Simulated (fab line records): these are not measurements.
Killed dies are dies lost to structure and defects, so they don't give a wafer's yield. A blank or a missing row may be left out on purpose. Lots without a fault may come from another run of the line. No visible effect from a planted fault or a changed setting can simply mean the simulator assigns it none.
The tool behind it: which one? || flow gf180mcu || 24 lots, 72 wafers sampled, at 5 steps of a route of 602

## WHAT THE GAUGES READ, wafer by wafer
GF_V4_THK_MEAS_01.
{"lot": "L074", "measured": "day 25 13:58", "on": "film metro-04", "V4_CVD_00_THK (nm)": "591 598 589"}
{"lot": "L075", "measured": "day 26 01:25", "on": "film metro-03", "V4_CVD_00_THK (nm)": "604 601 596"}
{"lot": "L076", "measured": "day 26 07:41", "on": "film metro-03", "V4_CVD_00_THK (nm)": "601 602 609"}
{"lot": "L077", "measured": "day 26 16:02", "on": "film metro-04", "V4_CVD_00_THK (nm)": "603 599 603"}
{"lot": "L078", "measured": "day 26 20:49", "on": "film metro-04", "V4_CVD_00_THK (nm)": "594 598 599"}
{"lot": "L079", "measured": "day 27 07:52", "on": "film metro-04", "V4_CVD_00_THK (nm)": "602 606 597"}
{"lot": "L080", "measured": "day 27 11:56", "on": "film metro-02", "V4_CVD_00_THK (nm)": "596 593 601"}
{"lot": "L081", "measured": "day 27 18:53", "on": "film metro-03", "V4_CVD_00_THK (nm)": "604 613 600"}
{"lot": "L082", "measured": "day 28 08:23", "on": "film metro-03", "V4_CVD_00_THK (nm)": "603 600 594"}
{"lot": "L083", "measured": "day 28 12:13", "on": "film metro-02", "V4_CVD_00_THK (nm)": "599 590 604"}
{"lot": "L084", "measured": "day 28 20:33", "on": "film metro-04", "V4_CVD_00_THK (nm)": "603 596 596"}
{"lot": "L085", "measured": "day 29 04:04", "on": "film metro-02", "V4_CVD_00_THK (nm)": "590 594 588"}
{"lot": "L086", "measured": "day 29 07:10", "on": "film metro-02", "V4_CVD_00_THK (nm)": "590 593 594"}
{"lot": "L087", "measured": "day 29 14:03", "on": "film metro-04", "V4_CVD_00_THK (nm)": "591 587 592"}
{"lot": "L088", "measured": "day 30 00:04", "on": "film metro-02", "V4_CVD_00_THK (nm)": "603 595 596"}
{"lot": "L089", "measured": "day 30 03:02", "on": "film metro-03", "V4_CVD_00_THK (nm)": "600 612 601"}
{"lot": "L090", "measured": "day 30 09:16", "on": "film metro-04", "V4_CVD_00_THK (nm)": "595 600 600"}
{"lot": "L091", "measured": "day 30 18:46", "on": "film metro-03", "V4_CVD_00_THK (nm)": "592 600 598"}
{"lot": "L092", "measured": "day 30 21:28", "on": "film metro-02", "V4_CVD_00_THK (nm)": "604 599 606"}
{"lot": "L093", "measured": "day 31 04:05", "on": "film metro-02", "V4_CVD_00_THK (nm)": "596 597 593"}
{"lot": "L094", "measured": "day 31 07:41", "on": "film metro-02", "V4_CVD_00_THK (nm)": "599 604 600"}
{"lot": "L095", "measured": "day 31 15:41", "on": "film metro-02", "V4_CVD_00_THK (nm)": "592 601 585"}
{"lot": "L096", "measured": "day 31 23:56", "on": "film metro-04", "V4_CVD_00_THK (nm)": "600 594 589"}
{"lot": "L097", "measured": "day 32 03:20", "on": "film metro-02", "V4_CVD_00_THK (nm)": "600 606 600"}

GF_TOP_METAL_THK_MEAS_06: measures by xrf.
{"lot": "L074", "measured": "day 29 10:07", "on": "film metro-01", "TOP_METAL_ALCU_THK (nm)": "912 899 921"}
{"lot": "L075", "measured": "day 29 21:47", "on": "film metro-04", "TOP_METAL_ALCU_THK (nm)": "885 877 898"}
{"lot": "L076", "measured": "day 30 02:50", "on": "film metro-04", "TOP_METAL_ALCU_THK (nm)": "897 885 895"}
{"lot": "L077", "measured": "day 30 10:28", "on": "film metro-01", "TOP_METAL_ALCU_THK (nm)": "908 891 898"}
{"lot": "L078", "measured": "day 30 13:35", "on": "film metro-04", "TOP_METAL_ALCU_THK (nm)": "893 899 896"}
{"lot": "L079", "measured": "day 30 23:45", "on": "film metro-01", "TOP_METAL_ALCU_THK (nm)": "907 906 889"}
{"lot": "L080", "measured": "day 31 04:34", "on": "film metro-02", "TOP_METAL_ALCU_THK (nm)": "900 900 887"}
{"lot": "L081", "measured": "day 31 10:37", "on": "film metro-02", "TOP_METAL_ALCU_THK (nm)": "900 899 885"}
{"lot": "L082", "measured": "day 31 21:47", "on": "film metro-04", "TOP_METAL_ALCU_THK (nm)": "895 900 906"}
{"lot": "L083", "measured": "day 32 02:02", "on": "film metro-04", "TOP_METAL_ALCU_THK (nm)": "904 913 898"}
{"lot": "L084", "measured": "day 32 09:29", "on": "film metro-04", "TOP_METAL_ALCU_THK (nm)": "893 895 892"}
{"lot": "L085", "measured": "day 32 16:29", "on": "film metro-02", "TOP_METAL_ALCU_THK (nm)": "905 924 918"}
{"lot": "L086", "measured": "day 32 18:46", "on": "film metro-01", "TOP_METAL_ALCU_THK (nm)": "909 893 900"}
{"lot": "L087", "measured": "day 33 01:08", "on": "film metro-02", "TOP_METAL_ALCU_THK (nm)": "893 892 888"}
{"lot": "L088", "measured": "day 33 10:08", "on": "film metro-02", "TOP_METAL_ALCU_THK (nm)": "907 900 896"}
{"lot": "L089", "measured": "day 33 12:53", "on": "film metro-01", "TOP_METAL_ALCU_THK (nm)": "897 909 894"}
{"lot": "L090", "measured": "day 33 18:04", "on": "film metro-02", "TOP_METAL_ALCU_THK (nm)": "898 892 892"}
{"lot": "L091", "measured": "day 34 01:35", "on": "film metro-04", "TOP_METAL_ALCU_THK (nm)": "874 897 892"}
{"lot": "L092", "measured": "day 34 02:58", "on": "film metro-04", "TOP_METAL_ALCU_THK (nm)": "896 907 898"}
{"lot": "L093", "measured": "day 34 10:32", "on": "film metro-01", "TOP_METAL_ALCU_THK (nm)": "923 910 911"}
{"lot": "L094", "measured": "day 34 13:13", "on": "film metro-02", "TOP_METAL_ALCU_THK (nm)": "911 895 900"}
{"lot": "L095", "measured": "day 34 20:38", "on": "film metro-04", "TOP_METAL_ALCU_THK (nm)": "918 902 901"}
{"lot": "L096", "measured": "day 35 02:37", "on": "film metro-04", "TOP_METAL_ALCU_THK (nm)": "896 893 902"}
{"lot": "L097", "measured": "day 35 05:56", "on": "film metro-04", "TOP_METAL_ALCU_THK (nm)": "906 904 911"}

## WHAT TOOL EACH LOT RAN ON (gives the tool, then ch and the chambers of the sampled wafers, and finally the start)
{"lot": "L074", "GF_V1_CVD_23": "cvd w-02 ch 0,1, day 20 03:36", "GF_M4_SPUTTER_01": "pvd sputter-04, day 24 14:19", "GF_MIM_SPUTTER_07": "pvd sputter-03, day 26 14:29"}
{"lot": "L075", "GF_V1_CVD_23": "cvd w-02 ch 0,1, day 20 17:43", "GF_M4_SPUTTER_01": "pvd sputter-04, day 25 02:25", "GF_MIM_SPUTTER_07": "pvd sputter-01, day 27 01:53"}
{"lot": "L076", "GF_V1_CVD_23": "cvd w-01 ch 0, day 21 01:22", "GF_M4_SPUTTER_01": "pvd sputter-03, day 25 08:16", "GF_MIM_SPUTTER_07": "pvd sputter-03, day 27 08:13"}
{"lot": "L077", "GF_V1_CVD_23": "cvd w-02 ch 0, day 21 11:14", "GF_M4_SPUTTER_01": "pvd sputter-03, day 25 17:04", "GF_MIM_SPUTTER_07": "pvd sputter-04, day 27 16:43"}
{"lot": "L078", "GF_V1_CVD_23": "cvd w-01 ch 0,1, day 21 15:08", "GF_M4_SPUTTER_01": "pvd sputter-04, day 25 20:56", "GF_MIM_SPUTTER_07": "pvd sputter-03, day 27 20:58"}
{"lot": "L079", "GF_V1_CVD_23": "cvd w-01 ch 0,1, day 22 03:52", "GF_M4_SPUTTER_01": "pvd sputter-04, day 26 08:39", "GF_MIM_SPUTTER_07": "pvd sputter-03, day 28 07:38"}
{"lot": "L080", "GF_V1_CVD_23": "cvd w-02 ch 0,1, day 22 09:02", "GF_M4_SPUTTER_01": "pvd sputter-03, day 26 13:09", "GF_MIM_SPUTTER_07": "pvd sputter-03, day 28 11:34"}
{"lot": "L081", "GF_V1_CVD_23": "cvd w-01 ch 1, day 22 15:44", "GF_M4_SPUTTER_01": "pvd sputter-04, day 26 19:11", "GF_MIM_SPUTTER_07": "pvd sputter-03, day 28 18:35"}
{"lot": "L082", "GF_V1_CVD_23": "cvd w-01 ch 0,1, day 23 06:38", "GF_M4_SPUTTER_01": "pvd sputter-02, day 27 10:42", "GF_MIM_SPUTTER_07": "pvd sputter-03, day 29 07:02"}
{"lot": "L083", "GF_V1_CVD_23": "cvd w-01 ch 0,1, day 23 12:42", "GF_M4_SPUTTER_01": "pvd sputter-02, day 27 14:20", "GF_MIM_SPUTTER_07": "pvd sputter-03, day 29 11:45"}
{"lot": "L084", "GF_V1_CVD_23": "cvd w-01 ch 0, day 23 23:17", "GF_M4_SPUTTER_01": "pvd sputter-03, day 27 22:53", "GF_MIM_SPUTTER_07": "pvd sputter-01, day 29 19:39"}
{"lot": "L085", "GF_V1_CVD_23": "cvd w-01 ch 0,1, day 24 03:59", "GF_M4_SPUTTER_01": "pvd sputter-03, day 28 05:51", "GF_MIM_SPUTTER_07": "pvd sputter-03, day 30 03:26"}
{"lot": "L086", "GF_V1_CVD_23": "cvd w-02 ch 0,1, day 24 09:58", "GF_M4_SPUTTER_01": "pvd sputter-02, day 28 09:27", "GF_MIM_SPUTTER_07": "pvd sputter-01, day 30 05:53"}
{"lot": "L087", "GF_V1_CVD_23": "cvd w-02 ch 0,1, day 24 17:55", "GF_M4_SPUTTER_01": "pvd sputter-03, day 28 16:04", "GF_MIM_SPUTTER_07": "pvd sputter-04, day 30 12:02"}
{"lot": "L088", "GF_V1_CVD_23": "cvd w-02 ch 0,1, day 25 04:26", "GF_M4_SPUTTER_01": "pvd sputter-03, day 29 02:12", "GF_MIM_SPUTTER_07": "pvd sputter-03, day 30 22:26"}
{"lot": "L089", "GF_V1_CVD_23": "cvd w-01 ch 0, day 25 09:47", "GF_M4_SPUTTER_01": "pvd sputter-04, day 29 06:10", "GF_MIM_SPUTTER_07": "pvd sputter-01, day 31 01:17"}
{"lot": "L090", "GF_V1_CVD_23": "cvd w-01 ch 0,1, day 25 15:08", "GF_M4_SPUTTER_01": "pvd sputter-04, day 29 12:08", "GF_MIM_SPUTTER_07": "pvd sputter-04, day 31 07:17"}
{"lot": "L091", "GF_V1_CVD_23": "cvd w-01 ch 0,1, day 26 02:40", "GF_M4_SPUTTER_01": "pvd sputter-04, day 29 21:55", "GF_MIM_SPUTTER_07": "pvd sputter-03, day 31 16:02"}
{"lot": "L092", "GF_V1_CVD_23": "cvd w-01 ch 0,1, day 26 05:55", "GF_M4_SPUTTER_01": "pvd sputter-03, day 30 01:10", "GF_MIM_SPUTTER_07": "pvd sputter-01, day 31 19:02"}
{"lot": "L093", "GF_V1_CVD_23": "cvd w-02 ch 0,1, day 26 11:10", "GF_M4_SPUTTER_01": "pvd sputter-04, day 30 07:21", "GF_MIM_SPUTTER_07": "pvd sputter-04, day 32 01:43"}
{"lot": "L094", "GF_V1_CVD_23": "cvd w-02 ch 0, day 26 16:17", "GF_M4_SPUTTER_01": "pvd sputter-02, day 30 11:08", "GF_MIM_SPUTTER_07": "pvd sputter-01, day 32 05:00"}
{"lot": "L095", "GF_V1_CVD_23": "cvd w-01 ch 0,1, day 27 01:20", "GF_M4_SPUTTER_01": "pvd sputter-04, day 30 19:45", "GF_MIM_SPUTTER_07": "pvd sputter-03, day 32 12:52"}
{"lot": "L096", "GF_V1_CVD_23": "cvd w-02 ch 0,1, day 27 10:26", "GF_M4_SPUTTER_01": "pvd sputter-04, day 31 04:06", "GF_MIM_SPUTTER_07": "pvd sputter-04, day 32 20:20"}
{"lot": "L097", "GF_V1_CVD_23": "cvd w-01 ch 0,1, day 27 15:19", "GF_M4_SPUTTER_01": "pvd sputter-02, day 31 07:24", "GF_MIM_SPUTTER_07": "pvd sputter-03, day 32 23:50"}
- GF_V1_CVD_23: deposits W, target thk 350 nm, time 105.05 s.
- GF_M4_SPUTTER_01: material TiN, target thk 30 nm, time 25 s.
- GF_MIM_SPUTTER_07: material TiN, target thk 60 nm, time 50 s.

## AS READ BY THE TOOLS THEMSELVES (means over the sampled wafers that have a number; for cases with no such wafer, the mark the record gives instead)
GF_V1_CVD_23.
{"lot": "L074", "tool": "cvd w-02", "heater power w (W)": 1010}
{"lot": "L075", "tool": "cvd w-02", "heater power w (W)": 999}
{"lot": "L076", "tool": "cvd w-01", "heater power w (W)": 912}
{"lot": "L077", "tool": "cvd w-02", "heater power w (W)": 1010}
{"lot": "L078", "tool": "cvd w-01", "heater power w (W)": 842}
{"lot": "L079", "tool": "cvd w-01", "heater power w (W)": 832}
{"lot": "L080", "tool": "cvd w-02", "heater power w (W)": 989}
{"lot": "L081", "tool": "cvd w-01", "heater power w (W)": 712}
{"lot": "L082", "tool": "cvd w-01", "heater power w (W)": 770}
{"lot": "L083", "tool": "cvd w-01", "heater power w (W)": 773}
{"lot": "L084", "tool": "cvd w-01", "heater power w (W)": 907}
{"lot": "L085", "tool": "cvd w-01", "heater power w (W)": 833}
{"lot": "L086", "tool": "cvd w-02", "heater power w (W)": 1018}
{"lot": "L087", "tool": "cvd w-02", "heater power w (W)": 1007}
{"lot": "L088", "tool": "cvd w-02", "heater power w (W)": 1014}
{"lot": "L089", "tool": "cvd w-01", "heater power w (W)": 919}
{"lot": "L090", "tool": "cvd w-01", "heater power w (W)": 844}
{"lot": "L091", "tool": "cvd w-01", "heater power w (W)": 782}
{"lot": "L092", "tool": "cvd w-01", "heater power w (W)": 854}
{"lot": "L093", "tool": "cvd w-02", "heater power w (W)": 1010}
{"lot": "L094", "tool": "cvd w-02", "heater power w (W)": 1038}
{"lot": "L095", "tool": "cvd w-01", "heater power w (W)": 839}
{"lot": "L096", "tool": "cvd w-02", "heater power w (W)": 1005}
{"lot": "L097", "tool": "cvd w-01", "heater power w (W)": 849}

GF_M4_SPUTTER_01.
{"lot": "L074", "tool": "pvd sputter-04", "throttle valve pct (%)": 30.3}
{"lot": "L075", "tool": "pvd sputter-04", "throttle valve pct (%)": 30.2}
{"lot": "L076", "tool": "pvd sputter-03", "throttle valve pct (%)": 30.8}
{"lot": "L077", "tool": "pvd sputter-03", "throttle valve pct (%)": 30.9}
{"lot": "L078", "tool": "pvd sputter-04", "throttle valve pct (%)": 30.2}
{"lot": "L079", "tool": "pvd sputter-04", "throttle valve pct (%)": 30.4}
{"lot": "L080", "tool": "pvd sputter-03", "throttle valve pct (%)": 30.4}
{"lot": "L081", "tool": "pvd sputter-04", "throttle valve pct (%)": 30.4}
{"lot": "L082", "tool": "pvd sputter-02", "throttle valve pct (%)": 29.3}
{"lot": "L083", "tool": "pvd sputter-02", "throttle valve pct (%)": 30.3}
{"lot": "L084", "tool": "pvd sputter-03", "throttle valve pct (%)": 29.8}
{"lot": "L085", "tool": "pvd sputter-03", "throttle valve pct (%)": 29.1}
{"lot": "L086", "tool": "pvd sputter-02", "throttle valve pct (%)": 29.5}
{"lot": "L087", "tool": "pvd sputter-03", "throttle valve pct (%)": 30.4}
{"lot": "L088", "tool": "pvd sputter-03", "throttle valve pct (%)": 30.0}
{"lot": "L089", "tool": "pvd sputter-04", "throttle valve pct (%)": 30.1}
{"lot": "L090", "tool": "pvd sputter-04", "throttle valve pct (%)": 30.1}
{"lot": "L091", "tool": "pvd sputter-04", "throttle valve pct (%)": 30.4}
{"lot": "L092", "tool": "pvd sputter-03", "throttle valve pct (%)": 30.7}
{"lot": "L093", "tool": "pvd sputter-04", "throttle valve pct (%)": 30.6}
{"lot": "L094", "tool": "pvd sputter-02", "throttle valve pct (%)": 29.4}
{"lot": "L095", "tool": "pvd sputter-04", "throttle valve pct (%)": 30.2}
{"lot": "L096", "tool": "pvd sputter-04", "throttle valve pct (%)": 30.0}
{"lot": "L097", "tool": "pvd sputter-02", "throttle valve pct (%)": 30.6}

GF_MIM_SPUTTER_07.
{"lot": "L074", "tool": "pvd sputter-03", "throttle valve pct (%)": 29.2}
{"lot": "L075", "tool": "pvd sputter-01", "throttle valve pct (%)": 29.4}
{"lot": "L076", "tool": "pvd sputter-03", "throttle valve pct (%)": 29.5}
{"lot": "L077", "tool": "pvd sputter-04", "throttle valve pct (%)": 30.3}
{"lot": "L078", "tool": "pvd sputter-03", "throttle valve pct (%)": 30.4}
{"lot": "L079", "tool": "pvd sputter-03", "throttle valve pct (%)": 29.5}
{"lot": "L080", "tool": "pvd sputter-03", "throttle valve pct (%)": 29.8}
{"lot": "L081", "tool": "pvd sputter-03", "throttle valve pct (%)": 30.8}
{"lot": "L082", "tool": "pvd sputter-03", "throttle valve pct (%)": 30.5}
{"lot": "L083", "tool": "pvd sputter-03", "throttle valve pct (%)": 30.2}
{"lot": "L084", "tool": "pvd sputter-01", "throttle valve pct (%)": 29.2}
{"lot": "L085", "tool": "pvd sputter-03", "throttle valve pct (%)": 29.4}
{"lot": "L086", "tool": "pvd sputter-01", "throttle valve pct (%)": 29.3}
{"lot": "L087", "tool": "pvd sputter-04", "throttle valve pct (%)": 30.3}
{"lot": "L088", "tool": "pvd sputter-03", "throttle valve pct (%)": 29.5}
{"lot": "L089", "tool": "pvd sputter-01", "throttle valve pct (%)": 29.7}
{"lot": "L090", "tool": "pvd sputter-04", "throttle valve pct (%)": 30.2}
{"lot": "L091", "tool": "pvd sputter-03", "throttle valve pct (%)": 30.2}
{"lot": "L092", "tool": "pvd sputter-01", "throttle valve pct (%)": 29.8}
{"lot": "L093", "tool": "pvd sputter-04", "throttle valve pct (%)": 30.3}
{"lot": "L094", "tool": "pvd sputter-01", "throttle valve pct (%)": 29.6}
{"lot": "L095", "tool": "pvd sputter-03", "throttle valve pct (%)": 29.6}
{"lot": "L096", "tool": "pvd sputter-04", "throttle valve pct (%)": 30.4}
{"lot": "L097", "tool": "pvd sputter-03", "throttle valve pct (%)": 30.0}

## THE ANSWER, worked out from the rows above alone
Rule: what is usual is taken from the lots themselves. Put in order of their means at a reading, lots are off if they are a third of the lots or fewer, leave a main group of 4 or more, and stand apart from it by a gap of 3 or more times the standard deviation of the main group's means; of several such gaps the widest counts. Not used: any main group whose means are identical at the precision the tables above print for the reading. Also off: a lot with no number at a reading for which 4 or more lots have one. All remaining lots with rows at the step are treated as sound. After the gauges, taken in route order, come the tools' own readings; for these a lot's mean is taken, as printed above. At the first step where some lot is off, the reading lying furthest off is the one used; lots without a number count as furthest.
None of the lots is off at any reading shown; this tells nothing.

## WHAT THE SIMULATOR HAD INSERTED
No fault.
